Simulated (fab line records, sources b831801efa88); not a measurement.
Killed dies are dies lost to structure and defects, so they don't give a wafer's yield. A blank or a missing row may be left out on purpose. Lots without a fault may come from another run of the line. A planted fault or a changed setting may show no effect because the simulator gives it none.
fab line records | flow sky130
record lots=6 wafers=18 last_day=49
route steps=708 shown LI_CONTACT@375 LOCAL_INTERCONNECT@387
lots that met no fault: from a run of the same line without faults
start_h: hours from the record's first day to the start of the lot's first wafer shown | wait_h: hours since the lot's step before | " the same as in the row above | L1.1+2: a row that stands for several wafers | - no value, or no start given | * or withheld: withheld | < > ~ a bound
route shown NAME@n: a module of which the file shows steps, and the number in the route of the first | usual: mean/standard deviation of fault-free wafers | same: alike in all rows | chamber/n: place in a boat | sites: the reading at each site | _std_site: their standard deviation | _edge_site: outer sites' mean less inner sites' | radius_mm: how far each site lies from the wafer's centre | mask NAME#n: copy n | behind: the tool/chamber that last shaped the wafer | hold: why the lot was held/for how many hours/how that ended | device: the transistor (n, p or np) that didn't switch | end of line: the same wafers' tests at the end of the route | a step without rows: its recipe alone | killed: dies lost to structure and defects at the first sort, not the wafer's yield | map: a wafer's dies, x killed, . not, _ none there
set.NAME: the setting as run; set.NAME@STEP: as run at that earlier step | model.NAME: the simulator's own value behind a step, which no gauge read
lots at some steps of the route; a table a step, a row a wafer
services: from which hour (start_h, from the record's first day; less than 0 if before it) a tool's chamber was out of use, for how many hours, and why
## steps
# step SKY_LI_CONTACT_OVL_MEAS_13
# usual LI_CONTACT_OVL=3/6.9
# columns lot.wafer tool chamber start_h wait_h LI_CONTACT_OVL[nm]
L891.2 overlay-02 - 677.41 0.1 0
L891.5 " - " " 5
L891.6 " - " " 6
L899.1 overlay-02 - 746.39 0.1 -10
L899.4 " - " " -2
L899.6 " - " " 9
L900.3 overlay-02 - 752.33 0.1 5
L900.5 " - " " 6
L900.6 " - " " -3
L906.3 overlay-01 - 809.66 0.1 4
L906.5 " - " " 5
L906.6 " - " " 15
L907.1 overlay-01 - 824.75 0.1 9
L907.4 " - " " -5
L907.6 " - " " -3
L909.2 overlay-01 - 833.00 0.1 5
L909.3 " - " " -4
L909.5 " - " " -5
# step SKY_LI_CONTACT_ETCH_14
# recipe chemistry=N2/H2 target=BARC ion_energy_ev=200 source_w=500 bias_w=100 pressure_mtorr=30 n2_flow_sccm=100 h2_flow_sccm=200 stop_on=SiO2 time_s=45.9 target_depth_a=600
# step SKY_LI_CONTACT_ETCH_15
# recipe target=PSG chemistry=C4F8/O2/Ar stop_on=Si taper_deg=4.15 mask_material=KrF-thick source_w=1500 bias_w=1200 pressure_mtorr=40 c4f8_flow_sccm=withheld O2_flow_sccm=6 Ar_flow_sccm=300 time_s=withheld target_depth_a=6000
# usual oes_product_au=0.837/0.005
# columns lot.wafer tool chamber start_h wait_h oes_product_au
L891.2 rie_diel-01 0 677.48 0.0 0.838
L891.5 " 2 " " 0.838
L891.6 " 1 " " 0.839
L899.1 rie_diel-03 2 746.47 0.0 0.837
L899.4 " 3 " " 0.836
L899.6 " 1 " " 0.837
L900.3 rie_diel-01 3 752.39 0.0 0.832
L900.5 " 0 " " 0.831
L900.6 " 1 " " 0.838
L906.3 rie_diel-04 1 809.73 0.0 0.833
L906.5 " 3 " " 0.839
L906.6 " 2 " " 0.833
L907.1 rie_diel-04 1 824.83 0.0 0.834
L907.4 " 1 " " 0.837
L907.6 " 0 " " 0.838
L909.2 rie_diel-04 1 833.07 0.0 0.843
L909.3 " 2 " " 0.846
L909.5 " 2 " " 0.835
# step SKY_LI_CONTACT_STRIP_16
# recipe chemistry=O2/N2 power_w=1400 pressure_mtorr=1500 platen_temp_c=withheld o2_flow_sccm=3000 n2_flow_sccm=300 overash_fraction=0.5
# step SKY_LI_CONTACT_CLEAN_17
# recipe chemistry=NMP time_s=600 temp_c=60 dry=n2_spin
# step SKY_LI_CONTACT_PRE_CLEAN_18
# recipe gas=Ar time_s=5.6 bias_v=358
# step SKY_LI_CONTACT_SPUTTER_19
# recipe material=Ti target_thk_nm=20 chamber_pressure_pa=5 power_w=2500 substrate_temp_c=200 time_s=106.37
# step SKY_LI_CONTACT_SPUTTER_20
# recipe material=TiN target_thk_nm=20 chamber_pressure_pa=5 power_w=4000 time_s=80
# usual chamber_pressure_pa=5.000/0.01 throttle_valve_pct=29.7/1
# columns lot.wafer tool chamber start_h wait_h chamber_pressure_pa throttle_valve_pct
L891.2 pvd_sputter-02 - 677.94 0.0 4.987 29.8
L891.5 " - " " 4.990 30.2
L891.6 " - " " 5.019 31.0
L899.1 pvd_sputter-02 - 747.10 0.0 4.986 30.9
L899.4 " - " " 5.003 30.2
L899.6 " - " " 5.007 28.9
L900.3 pvd_sputter-01 - 752.85 0.0 5.009 27.7
L900.5 " - " " 4.984 29.7
L900.6 " - " " 5.003 30.3
L906.3 pvd_sputter-01 - 810.20 0.0 5.005 29.6
L906.5 " - " " 5.015 29.7
L906.6 " - " " 5.016 29.8
L907.1 pvd_sputter-03 - 825.29 0.0 5.009 30.9
L907.4 " - " " 5.005 30.2
L907.6 " - " " 4.994 27.9
L909.2 pvd_sputter-03 - 833.53 0.0 4.988 28.1
L909.3 " - " " 4.988 28.3
L909.5 " - " " 5.000 30.5
# step SKY_LI_CONTACT_CVD_21
# recipe material=W target_thk_nm=400 time_s=120.56 temp_c=400 pressure_torr=40
# step SKY_LI_CONTACT_RS_MEAS_22
# recipe thk_meas_gauge=four-point-probe reads=W_of_LI_CONTACT_CVD_21+TiN_of_LI_CONTACT_SPUTTER_20+Ti_of_LI_CONTACT_SPUTTER_19
# usual LI_CONTACT_W_RS=0.2852/0.0024
# columns lot.wafer tool chamber start_h wait_h LI_CONTACT_W_RS[ohm/sq]
L891.2 film_metro-02 - 678.14 0.1 0.2846
L891.5 " - " " 0.2799
L891.6 " - " " 0.2798
L899.1 film_metro-03 - 747.29 0.1 0.2880
L899.4 " - " " 0.2860
L899.6 " - " " 0.2905
L900.3 film_metro-03 - 753.07 0.1 0.2850
L900.5 " - " " 0.2901
L900.6 " - " " 0.2863
L906.3 film_metro-02 - 810.43 0.1 0.2853
L906.5 " - " " 0.2868
L906.6 " - " " 0.2862
L907.1 film_metro-02 - 825.47 0.1 0.2870
L907.4 " - " " 0.2855
L907.6 " - " " 0.2856
L909.2 film_metro-02 - 833.73 0.1 0.2839
L909.3 " - " " 0.2817
L909.5 " - " " 0.2832
# step SKY_LI_CONTACT_THK_MEAS_23
# recipe thk_meas_gauge=xrf reads=W_of_LI_CONTACT_CVD_21
# usual LI_CONTACT_W_THK=388/5.8
# columns lot.wafer tool chamber start_h wait_h LI_CONTACT_W_THK[nm]
L891.2 film_metro-02 - 678.25 0.1 395
L891.5 " - " " 399
L891.6 " - " " 400
L899.1 film_metro-03 - 747.41 0.1 376
L899.4 " - " " 380
L899.6 " - " " 375
L900.3 film_metro-03 - 753.17 0.1 380
L900.5 " - " " 376
L900.6 " - " " 379
L906.3 film_metro-02 - 810.53 0.1 388
L906.5 " - " " 388
L906.6 " - " " 386
L907.1 film_metro-02 - 825.59 0.1 388
L907.4 " - " " 391
L907.6 " - " " 392
L909.2 film_metro-02 - 833.84 0.1 394
L909.3 " - " " 397
L909.5 " - " " 392
# step SKY_LI_CONTACT_CMP_24
# recipe stop_on=PSG t_overpolish_s=20 down_force_psi=3.5 platen_rpm=60 target_thk_nm=0 pad_velocity_m_s=0.94248
# usual motor_current_A=11.6/1.4 overpolish_run_s=20.000/0.0092 time_to_endpoint_s=98/3.4
# columns lot.wafer tool chamber start_h wait_h motor_current_A overpolish_run_s time_to_endpoint_s
L891.2 cmp-02 2 678.35 0.1 10.7 19.986 95
L891.6 " 1 " " 11.2 19.986 95
L891.5 " 2 " " 10.7 19.995 95
L899.1 cmp-01 1 748.30 0.9 13.1 19.986 102
L899.4 " 3 " " 12.9 19.996 104
L899.6 " 2 " " 12.5 19.998 102
L900.3 cmp-01 3 753.36 0.2 13.5 19.996 98
L900.5 " 0 " " 10.2 19.995 93
L900.6 " 1 " " 12.2 20.003 96
L906.3 cmp-01 1 810.72 0.2 13.4 19.978 101
L906.6 " 2 " " 12.5 19.990 101
L906.5 " 3 " " 13.3 19.983 102
L907.1 cmp-02 0 825.65 0.1 9.3 20.009 88
L907.4 " 2 " " 10.9 19.996 97
L907.6 " 1 " " 11.0 20.001 98
L909.2 cmp-01 0 833.89 0.0 10.3 19.987 100
L909.3 " 3 " " 13.6 19.992 97
L909.5 " 1 " " 12.8 20.000 100
# step SKY_LOCAL_INTERCONNECT_SPUTTER_00
# recipe material=TiN target_thk_nm=100 temp_c=300 power_w=6500 time_s=83.3 chamber_pressure_pa=0.4
# usual chamber_pressure_pa=0.3999/0.00085 throttle_valve_pct=30.1/0.94
# columns lot.wafer tool chamber start_h wait_h chamber_pressure_pa throttle_valve_pct model.TiN_of_LOCAL_INTERCONNECT_SPUTTER_00.thk_nm
L891.2 pvd_sputter-02 - 678.60 0.2 0.3997 29.9 100.4
L891.5 " - " " 0.3993 28.4 100.4
L891.6 " - " " 0.3999 29.6 100.3
L899.1 pvd_sputter-04 - 748.60 0.2 0.4004 29.8 136.3
L899.4 " - " " 0.4004 29.7 135.8
L899.6 " - " " 0.4004 31.3 101.1
L900.3 pvd_sputter-04 - 753.51 0.1 0.4000 29.9 134.8
L900.5 " - " " 0.3999 31.0 99.76
L900.6 " - " " 0.3998 29.7 135.1
L906.3 pvd_sputter-04 - 810.87 0.1 0.4006 31.5 100.6
L906.5 " - " " 0.3995 30.9 100.2
L906.6 " - " " 0.4002 29.8 100.4
L907.1 pvd_sputter-01 - 825.95 0.2 0.4014 30.6 98.11
L907.4 " - " " 0.4011 30.0 99.35
L907.6 " - " " 0.4000 30.4 98.35
L909.2 pvd_sputter-01 - 834.19 0.2 0.4004 29.4 100.3
L909.3 " - " " 0.3993 30.5 99.69
L909.5 " - " " 0.4024 28.1 99.87
# step SKY_LOCAL_INTERCONNECT_RS_MEAS_01
# recipe thk_meas_gauge=four-point-probe reads=TiN_of_LOCAL_INTERCONNECT_SPUTTER_00
# usual LOCAL_INTERCONNECT_TIN_RS=14.08/0.14
# columns lot.wafer tool chamber start_h wait_h LOCAL_INTERCONNECT_TIN_RS[ohm/sq]
L891.2 film_metro-03 - 678.69 0.1 14.09
L891.5 " - " " 14.07
L891.6 " - " " 14.10
L899.1 film_metro-03 - 748.66 0.0 10.25
L899.4 " - " " 10.30
L899.6 " - " " 14.00
L900.3 film_metro-04 - 753.62 0.1 10.39
L900.5 " - " " 14.21
L900.6 " - " " 10.35
L906.3 film_metro-03 - 810.97 0.1 14.04
L906.5 " - " " 14.16
L906.6 " - " " 14.11
L907.1 film_metro-02 - 826.02 0.0 14.42
L907.4 " - " " 14.23
L907.6 " - " " 14.37
L909.2 film_metro-03 - 834.28 0.1 14.12
L909.3 " - " " 14.19
L909.5 " - " " 14.17
# step SKY_LOCAL_INTERCONNECT_THK_MEAS_02
# recipe thk_meas_gauge=xrf reads=TiN_of_LOCAL_INTERCONNECT_SPUTTER_00
# usual LOCAL_INTERCONNECT_TIN_THK=99.5/1.1
# columns lot.wafer tool chamber start_h wait_h LOCAL_INTERCONNECT_TIN_THK[nm]
L891.2 film_metro-03 - 678.80 0.1 99.0
L891.5 " - " " 98.7
L891.6 " - " " 98.5
L899.1 film_metro-03 - 748.78 0.1 135.2
L899.4 " - " " 135.1
L899.6 " - " " 100.1
L900.3 film_metro-04 - 753.72 0.1 133.1
L900.5 " - " " 99.0
L900.6 " - " " 133.5
L906.3 film_metro-03 - 811.07 0.1 99.8
L906.5 " - " " 99.7
L906.6 " - " " 99.5
L907.1 film_metro-02 - 826.14 0.1 97.7
L907.4 " - " " 99.0
L907.6 " - " " 97.9
L909.2 film_metro-03 - 834.39 0.1 99.5
L909.3 " - " " 98.4
L909.5 " - " " 98.4
# step SKY_LOCAL_INTERCONNECT_DEHYDRATE_03
# recipe temp_c=200 time_s=60
# step SKY_LOCAL_INTERCONNECT_HMDS_04
# recipe prime_time_s=60 prime_temp_c=120
# step SKY_LOCAL_INTERCONNECT_COAT_05
# recipe resist=BARC temp_c=withheld time_s=withheld spin_rpm=3000 resist_thk_nm=60
# step SKY_LOCAL_INTERCONNECT_COAT_06
# recipe resist=KrF-thick spin_rpm=3000 resist_thk_nm=450
# step SKY_LOCAL_INTERCONNECT_SOFTBAKE_07
# recipe temp_c=100 time_s=90 resist=KrF-thick
# step SKY_LOCAL_INTERCONNECT_EXPOSE_08
# recipe mask_id=LI1M na=0.8 source_shape=annular sigma_inner=0.55 sigma_outer=0.85 target_cd_nm=170 dose_mj=28
# step SKY_LOCAL_INTERCONNECT_PEB_09
# recipe peb_temp_c=withheld peb_time_s=withheld resist=KrF-thick
# step SKY_LOCAL_INTERCONNECT_DEVELOP_10
# recipe develop_time_s=60 resist=KrF-thick dev_temp_c=21
# step SKY_LOCAL_INTERCONNECT_CD_MEAS_11
# recipe target_cd_nm=170
# usual cd_nm=169.9/1.5
# columns lot.wafer tool chamber start_h wait_h cd_nm
L891.2 cd_sem-01 - 706.61 - 172.9
L891.5 " - " " 172.4
L891.6 " - " " 171.9
L899.1 cd_sem-02 - 775.93 - 170.1
L899.4 " - " " 171.2
L899.6 " - " " 171.5
L900.3 cd_sem-01 - 779.83 - 170.1
L900.5 " - " " 169.1
L900.6 " - " " 168.1
L906.3 cd_sem-02 - 837.43 - 168.2
L906.5 " - " " 166.8
L906.6 " - " " 169.6
L907.1 cd_sem-01 - 851.75 - 169.7
L907.4 " - " " 169.1
L907.6 " - " " 169.7
L909.2 cd_sem-01 - 860.10 - 169.5
L909.3 " - " " 170.5
L909.5 " - " " 171.5
# step SKY_LOCAL_INTERCONNECT_OVL_MEAS_12
# usual LOCAL_INTERCONNECT_OVL=3/6.8
# columns lot.wafer tool chamber start_h wait_h LOCAL_INTERCONNECT_OVL[nm]
L891.2 overlay-02 - 706.72 0.1 0
L891.5 " - " " 8
L891.6 " - " " 4
L899.1 overlay-02 - 776.05 0.1 -8
L899.4 " - " " -3
L899.6 " - " " 0
L900.3 overlay-01 - 779.93 0.1 -1
L900.5 " - " " 9
L900.6 " - " " 16
L906.3 overlay-02 - 837.53 0.1 4
L906.5 " - " " 7
L906.6 " - " " -4
L907.1 overlay-01 - 851.87 0.1 6
L907.4 " - " " 12
L907.6 " - " " 19
L909.2 overlay-01 - 860.21 0.1 1
L909.3 " - " " -3
L909.5 " - " " -7
# step SKY_LOCAL_INTERCONNECT_ETCH_13
# recipe chemistry=N2/H2 target=BARC ion_energy_ev=200 bias_w=100 pressure_mtorr=30 n2_flow_sccm=100 h2_flow_sccm=200 icp_w=500 stop_on=SiO2 time_s=45.9 target_depth_a=600
# usual drypump_motor_current_A=5.9/0.53 oes_product_au=0.855/0.0047 throttle_valve_pct=13.225/0.0093
# columns lot.wafer tool chamber start_h wait_h drypump_motor_current_A oes_product_au rf_hours_counter_h throttle_valve_pct
L891.2 rie_metal-04 1 706.75 0.0 5.9 0.860 11 13.221
L891.5 " 0 " " 5.7 0.856 - 13.212
L891.6 " 1 " " 5.9 0.851 - 13.225
L899.1 rie_metal-03 0 776.09 0.0 5.7 0.853 14 13.224
L899.4 " 0 " " 5.7 0.860 - 13.223
L899.6 " 0 " " 5.7 0.853 - 13.223
L900.3 rie_metal-03 1 779.97 0.0 6.6 0.858 - 13.232
L900.5 " 0 " " 5.7 0.850 - 13.221
L900.6 " 1 " " 6.6 0.854 - 13.226
L906.3 rie_metal-03 1 837.57 0.0 6.6 0.857 - 13.221
L906.5 " 1 " " 6.6 0.859 - 13.228
L906.6 " 0 " " 5.7 0.867 - 13.223
L907.1 rie_metal-03 1 851.91 0.0 6.6 0.857 7 13.220
L907.4 " 0 " " 5.7 0.862 - 13.219
L907.6 " 0 " " 5.7 0.859 - 13.233
L909.2 rie_metal-01 1 860.24 0.0 4.9 0.855 7 13.220
L909.3 " 1 " " 4.9 0.854 - 13.230
L909.5 " 0 " " 5.7 0.853 - 13.245
# step SKY_LOCAL_INTERCONNECT_METAL_ETCH_14
# recipe target_depth_nm=110 stop_on=PSG chemistry=Cl2/BCl3 target=TiN resist_sidewall_deg=88 pressure_mtorr=10 icp_w=900 bias_w=48.5 Cl2_flow_sccm=60 bcl3_flow_sccm=30 time_s=31.4
# usual drypump_motor_current_A=5.9/0.53 oes_product_au=0.944/0.0072 throttle_valve_pct=21.898/0.0096
# columns lot.wafer tool chamber start_h wait_h drypump_motor_current_A oes_product_au rf_hours_counter_h throttle_valve_pct
L891.2 rie_metal-04 1 706.81 0.0 5.9 0.951 11 21.891
L891.5 " 0 " " 5.8 0.946 - 21.917
L891.6 " 1 " " 5.9 0.942 - 21.900
L899.1 rie_metal-03 0 776.15 0.0 5.7 0.999 14 21.868
L899.4 " 0 " " 5.7 0.997 - 21.856
L899.6 " 0 " " 5.7 0.955 - 21.892
L900.3 rie_metal-03 1 780.03 0.0 6.6 0.997 - 21.884
L900.5 " 0 " " 5.7 0.942 - 21.904
L900.6 " 1 " " 6.6 1.006 - 21.860
L906.3 rie_metal-03 1 837.63 0.0 6.6 0.944 - 21.904
L906.5 " 1 " " 6.6 0.935 - 21.907
L906.6 " 0 " " 5.7 0.942 - 21.920
L907.1 rie_metal-03 1 851.97 0.0 6.6 0.933 7 21.897
L907.4 " 0 " " 5.7 0.938 - 21.899
L907.6 " 0 " " 5.7 0.937 - 21.908
L909.2 rie_metal-01 1 860.30 0.0 4.9 0.942 7 21.899
L909.3 " 1 " " 5.0 0.948 - 21.889
L909.5 " 0 " " 5.7 0.943 - 21.913
# step SKY_LOCAL_INTERCONNECT_STRIP_15
# recipe chemistry=O2/N2 power_w=1400 pressure_mtorr=1500 platen_temp_c=withheld o2_flow_sccm=3000 n2_flow_sccm=300 overash_fraction=0.5
# usual drypump_motor_current_A=5.7/0.54 oes_product_au=0.427/0.0044 strip_time_to_endpoint_s=4.732/0.019
# columns lot.wafer tool chamber start_h wait_h drypump_motor_current_A oes_product_au rf_hours_counter_h strip_time_to_endpoint_s
L891.2 plasma_asher-01 0 706.86 0.0 4.9 0.422 25 4.729
L891.5 " 1 " " 6.3 0.418 - 4.712
L891.6 " 0 " " 4.9 0.427 - 4.741
L899.1 plasma_asher-02 0 776.20 0.0 5.1 0.417 63 4.683
L899.4 " 0 " " 5.1 0.430 - 4.707
L899.6 " 1 " " 5.8 0.432 - 4.724
L900.3 plasma_asher-04 1 780.10 0.1 5.5 0.438 - 4.709
L900.5 " 1 " " 5.5 0.424 - 4.721
L900.6 " 0 " " 6.4 0.429 - 4.727
L906.3 plasma_asher-04 1 837.70 0.1 5.5 0.428 - 4.745
L906.5 " 1 " " 5.5 0.429 - 4.752
L906.6 " 0 " " 6.4 0.435 - 4.754
L907.1 plasma_asher-01 0 852.02 0.0 4.9 0.429 40 4.727
L907.4 " 1 " " 6.3 0.426 - 4.741
L907.6 " 0 " " 4.9 0.434 - 4.741
L909.2 plasma_asher-02 0 860.35 0.0 5.1 0.429 70 4.753
L909.3 " 0 " " 5.1 0.417 - 4.768
L909.5 " 0 " " 5.1 0.428 - 4.777
# step SKY_LOCAL_INTERCONNECT_STRIP_16
# recipe chemistry=post_etch_residue_remover time_s=1200 temp_c=72.5
# columns lot.wafer tool chamber start_h wait_h model.TiN_of_LOCAL_INTERCONNECT_SPUTTER_00.thk_nm
L891.2+5 wet_bench-02 1 706.96 0.1 99.94
L891.6 " 1 " " 99.85
L899.1 wet_bench-03 3 776.30 0.1 135.9
L899.4 " 3 " " 135.4
L899.6 " 3 " " 100.7
L900.3 wet_bench-04 2 780.16 0.0 134.4
L900.5 " 2 " " 99.34
L900.6 " 2 " " 134.7
L906.3 wet_bench-04 2 837.76 0.0 100.1
L906.5 " 2 " " 99.75
L906.6 " 2 " " 99.99
L907.1 wet_bench-03 0 852.12 0.1 97.71
L907.4 " 0 " " 98.94
L907.6 " 0 " " 97.94
L909.2 wet_bench-04 1 860.45 0.1 99.91
L909.3 " 1 " " 99.27
L909.5 " 1 " " 99.45
# step SKY_LOCAL_INTERCONNECT_CLEAN_17
# recipe chemistry=IPA time_s=180 temp_c=25
## services
# columns tool chamber start_h hours kind
pvd_sputter-04 - 663.68 24.5 repair
pvd_sputter-02 - 669.33 1.1 repair
pvd_sputter-01 - 671.04 10.0 repair
pvd_sputter-01 - 678.66 1.4 repair
plasma_asher-01 - 683.63 1.3 repair
rie_diel-01 2 698.77 8.5 repair
cmp-01 - 701.43 2.9 pm
cmp-01 - 705.72 3.9 pm
rie_metal-03 - 721.60 15.6 pm
cmp-02 - 735.66 0.2 repair
cmp-01 - 741.61 0.6 repair
cmp-02 - 743.54 17.4 pm
cmp-01 - 744.00 4.0 pm
rie_diel-04 - 745.92 2.8 pm
rie_metal-04 - 749.36 1.1 repair
rie_metal-03 1 752.45 6.3 repair
plasma_asher-01 - 755.65 2.3 repair
pvd_sputter-02 - 764.33 2.5 repair
pvd_sputter-03 - 766.08 4.3 repair
rie_diel-01 2 773.24 17.3 repair
cmp-01 - 802.36 3.0 repair
rie_diel-04 2 820.89 9.6 repair
cmp-01 - 834.26 2.6 repair
pvd_sputter-02 - 850.08 5.0 repair
## key
first_sign step=SKY_LOCAL_INTERCONNECT_RS_MEAS_01 reading=LOCAL_INTERCONNECT_TIN_RS direction=down sigmas=27 usual=14.08 struck=10.32
effect step=SKY_LOCAL_INTERCONNECT_THK_MEAS_02 reading=LOCAL_INTERCONNECT_TIN_THK direction=up sigmas=32 usual=99.5 struck=134.2
effect step=SKY_LOCAL_INTERCONNECT_METAL_ETCH_14 reading=oes_product_au direction=up sigmas=7.7 usual=0.944 struck=1.000
model_effect step=SKY_LOCAL_INTERCONNECT_SPUTTER_00 value=TiN_of_LOCAL_INTERCONNECT_SPUTTER_00.thk_nm without=99.8 struck=135.5
model_effect step=SKY_LOCAL_INTERCONNECT_STRIP_16 value=TiN_of_LOCAL_INTERCONNECT_SPUTTER_00.thk_nm without=99.38 struck=135.1
met_at SKY_LOCAL_INTERCONNECT_SPUTTER_00
struck_wafers L899.1,L899.4,L900.3,L900.6
later_rows_left_out L899.1,L899.4,L900.3,L900.6
sort_left_out L899.1,L899.4,L900.3,L900.6
tester_left_out L899,L900
fault kind=process_parameter_drift tool=pvd_sputter-04 chamber=- onset_h=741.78 steps=SKY_LOCAL_INTERCONNECT_SPUTTER_00 channel=time_s offset=* shape=step end_h=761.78 acts_in=* stated=* scope=struck_wafers_only
# tester_left_out: of these lots the tester's yield and bins aren't shown, on N5 and GAA mostly nor the transistor test; their killed dies are dies lost to structure and defects alone, not to doping, threshold or leakage, so they don't give the yield
# sort_left_out: the simulated sort isn't trusted on such a fault, so these wafers' sort isn't shown, and their yield isn't known
# later_rows_left_out: the simulator's readings of these wafers behind a module that went badly wrong aren't trusted and aren't shown, but for the sort
